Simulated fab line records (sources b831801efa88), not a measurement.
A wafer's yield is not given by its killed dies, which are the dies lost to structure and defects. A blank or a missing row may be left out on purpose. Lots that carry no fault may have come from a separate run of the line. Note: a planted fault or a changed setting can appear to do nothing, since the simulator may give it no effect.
Shared-tool check / flow gf180mcu / 12 lots, 36 wafers sampled

## WHY THIS WAS OPENED
At GF_LVPWELL_TW_MEAS_11 the reading LVPWELL_TW is flagged on 2 of 12 lots. Wafers without a fault read 558, standard deviation 3.9.
Rule: flag the lot when none of its wafers has a number, or when each of its wafers that has one lies beyond 4 standard deviations from that mean. As for the other lots, they are considered sound.

lot=L273; measured=day 3 21:19; on=filmMetro-04; LVPWELL_TW, wafer by wafer=555 558 560; flag=
lot=L275; measured=day 4 07:03; on=filmMetro-04; LVPWELL_TW, wafer by wafer=562 560 565; flag=
lot=L276; measured=day 4 13:49; on=filmMetro-02; LVPWELL_TW, wafer by wafer=556 556 560; flag=
lot=L277; measured=day 4 20:12; on=filmMetro-01; LVPWELL_TW, wafer by wafer=560 560 561; flag=
lot=L278; measured=day 5 01:26; on=filmMetro-04; LVPWELL_TW, wafer by wafer=561 562 560; flag=
lot=L284; measured=day 6 11:22; on=filmMetro-04; LVPWELL_TW, wafer by wafer=617 617 616; flag=FLAGGED
lot=L285; measured=day 6 15:16; on=filmMetro-01; LVPWELL_TW, wafer by wafer=562 563 560; flag=
lot=L288; measured=day 7 12:20; on=filmMetro-02; LVPWELL_TW, wafer by wafer=611 610 607; flag=FLAGGED
lot=L289; measured=day 7 13:37; on=filmMetro-02; LVPWELL_TW, wafer by wafer=557 556 557; flag=
lot=L290; measured=day 7 21:06; on=filmMetro-04; LVPWELL_TW, wafer by wafer=561 562 559; flag=
lot=L291; measured=day 8 03:23; on=filmMetro-04; LVPWELL_TW, wafer by wafer=559 558 558; flag=
lot=L293; measured=day 8 13:52; on=filmMetro-02; LVPWELL_TW, wafer by wafer=551 553 550; flag=
On average the flagged lots' numbers are 613, which is +55 against the usual, or +14 standard deviations.

## EACH LOT AND THE TOOL IT RAN ON
The record keeps 1 process step preceding the reading, out of 602 steps on the route. Every cell lists first the tool, next ch and the chambers used by the sampled wafers, and last the start.
lot=L273; flag=; GF_LVPWELL_IMPLANT_08=implanter-02 ch 0, day 3 20:56
lot=L275; flag=; GF_LVPWELL_IMPLANT_08=implanter-04 ch 0, day 4 06:40
lot=L276; flag=; GF_LVPWELL_IMPLANT_08=implanter-04 ch 0, day 4 13:26
lot=L277; flag=; GF_LVPWELL_IMPLANT_08=implanter-03 ch 0, day 4 19:49
lot=L278; flag=; GF_LVPWELL_IMPLANT_08=implanter-04 ch 0, day 5 01:02
lot=L284; flag=FLAGGED; GF_LVPWELL_IMPLANT_08=implanter-03 ch 0, day 6 10:59
lot=L285; flag=; GF_LVPWELL_IMPLANT_08=implanter-02 ch 0, day 6 14:53
lot=L288; flag=FLAGGED; GF_LVPWELL_IMPLANT_08=implanter-03 ch 0, day 7 11:56
lot=L289; flag=; GF_LVPWELL_IMPLANT_08=implanter-02 ch 0, day 7 13:13
lot=L290; flag=; GF_LVPWELL_IMPLANT_08=implanter-04 ch 0, day 7 20:43
lot=L291; flag=; GF_LVPWELL_IMPLANT_08=implanter-02 ch 0, day 8 02:59
lot=L293; flag=; GF_LVPWELL_IMPLANT_08=implanter-02 ch 0, day 8 13:28
What the steps here do:
- GF_LVPWELL_IMPLANT_08
- GF_LVPWELL_TW_MEAS_11

## FLAGGED AGAINST TOTAL, ONE TOOL AT A TIME (gauges that did the reading follow at the end)
step=GF_LVPWELL_IMPLANT_08; tool=implanter-02; lots run=5; flagged=0; share of the flagged lots=none; sound lots run after its first flagged lot=-
step=GF_LVPWELL_IMPLANT_08; tool=implanter-03; lots run=3; flagged=2; share of the flagged lots=all; sound lots run after its first flagged lot=0
step=GF_LVPWELL_IMPLANT_08; tool=implanter-04; lots run=4; flagged=0; share of the flagged lots=none; sound lots run after its first flagged lot=-
step=GF_LVPWELL_TW_MEAS_11; tool=filmMetro-01; lots run=2; flagged=0; share of the flagged lots=none; sound lots run after its first flagged lot=-
step=GF_LVPWELL_TW_MEAS_11; tool=filmMetro-02; lots run=4; flagged=1; share of the flagged lots=some; sound lots run after its first flagged lot=2 (L289,L293)
step=GF_LVPWELL_TW_MEAS_11; tool=filmMetro-04; lots run=6; flagged=1; share of the flagged lots=some; sound lots run after its first flagged lot=2 (L290,L291)

## WHAT THE TABLE PERMITS
In the table, 1 row covers all flagged lots: implanter-03 at GF_LVPWELL_IMPLANT_08.
- implanter-03 at GF_LVPWELL_IMPLANT_08: 2 of its 3 lots flagged. Its last sound lot is L277 (day 4 19:49), its first flagged lot L284 (day 6 10:59): a fault that began between those two fits. Its own readings lie more than 4 standard deviations out on every wafer of the flagged lots: tiltDeg.
One tool is left: implanter-03 at GF_LVPWELL_IMPLANT_08.

## WHAT WAS PUT IN BY THE SIMULATOR
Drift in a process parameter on implanter-03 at GF_LVPWELL_IMPLANT_08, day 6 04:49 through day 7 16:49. From 0, the setting tiltDeg moved by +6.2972. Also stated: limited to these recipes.
Shown lots that were struck: L284, L288. The rule above reached the same finding.
